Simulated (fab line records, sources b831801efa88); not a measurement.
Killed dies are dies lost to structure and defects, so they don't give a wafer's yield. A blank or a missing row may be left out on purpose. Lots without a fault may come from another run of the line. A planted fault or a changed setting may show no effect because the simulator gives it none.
One fault seen from 2 desks | flow sky130 | each desk has only its own numbers; what lay behind them comes last

THE TOOL OWNER'S DESK: rie_diel-04
The tool's own readings at SKY_LI_CONTACT_ETCH_15 (etches PSG in C4F8/O2/Ar, stops on Si, target depth 600 nm): means of the sampled wafers that have a number, for each lot that ran on this tool. A lot is out of limits, marked OUT, if its mean lies more than 4 standard deviations from the usual mean; the brackets give that distance.
Columns: A = bias_w at SKY_LI_CONTACT_ETCH_15, usual 1200 W; B = chamber_pressure_mTorr at SKY_LI_CONTACT_ETCH_15, usual 40.00 mTorr; C = oes_product_au at SKY_LI_CONTACT_ETCH_15, usual 0.837 a.u.
lot  | first seen here | A    | B     | C
L957 | day 29 17:14    | 1201 | 39.97 | 0.840
L959 | day 30 04:22    | 1196 | 39.99 | 0.833
L960 | day 31 06:15    | 1198 | 40.00 | 0.837
L961 | day 31 12:25    | 1199 | 40.00 | 0.836
L971 | day 34 13:37    | 1202 | 39.98 | 0.836
L974 | day 35 15:56    | 1201 | 40.02 | 0.836
L975 | day 35 20:28    | 1199 | 39.99 | 0.839
L977 | day 36 03:38    | 1196 | 39.98 | 0.837
This desk's finding: nothing out of limits on any of the 8 lots.

THE METROLOGY DESK
What the gauges read, lot by lot, whatever tool the lot ran on: means of the sampled wafers that have a number. A lot is out of limits, marked OUT, if its mean lies more than 4 standard deviations from the usual mean; the brackets give that distance.
Columns: A = LOCAL_INTERCONNECT_TIN_THK at SKY_LOCAL_INTERCONNECT_THK_MEAS_02, usual 99.5 nm
lot  | first seen here | A
L957 | day 29 18:33    | 100.6
L959 | day 30 05:41    | 99.4
L960 | day 31 07:34    | 100.7
L961 | day 31 13:44    | 99.5
L970 | day 34 07:50    | 99.3
L971 | day 34 14:59    | 99.3
L974 | day 35 17:15    | 100.5
L975 | day 35 21:51    | 100.8
L977 | day 36 04:57    | 98.4
This desk's finding: nothing out of limits on any of the 9 lots.

PUT TOGETHER
The tool owner's desk saw nothing out of limits.
The metrology desk saw nothing out of limits.

WHAT THE SIMULATOR HAD PUT IN
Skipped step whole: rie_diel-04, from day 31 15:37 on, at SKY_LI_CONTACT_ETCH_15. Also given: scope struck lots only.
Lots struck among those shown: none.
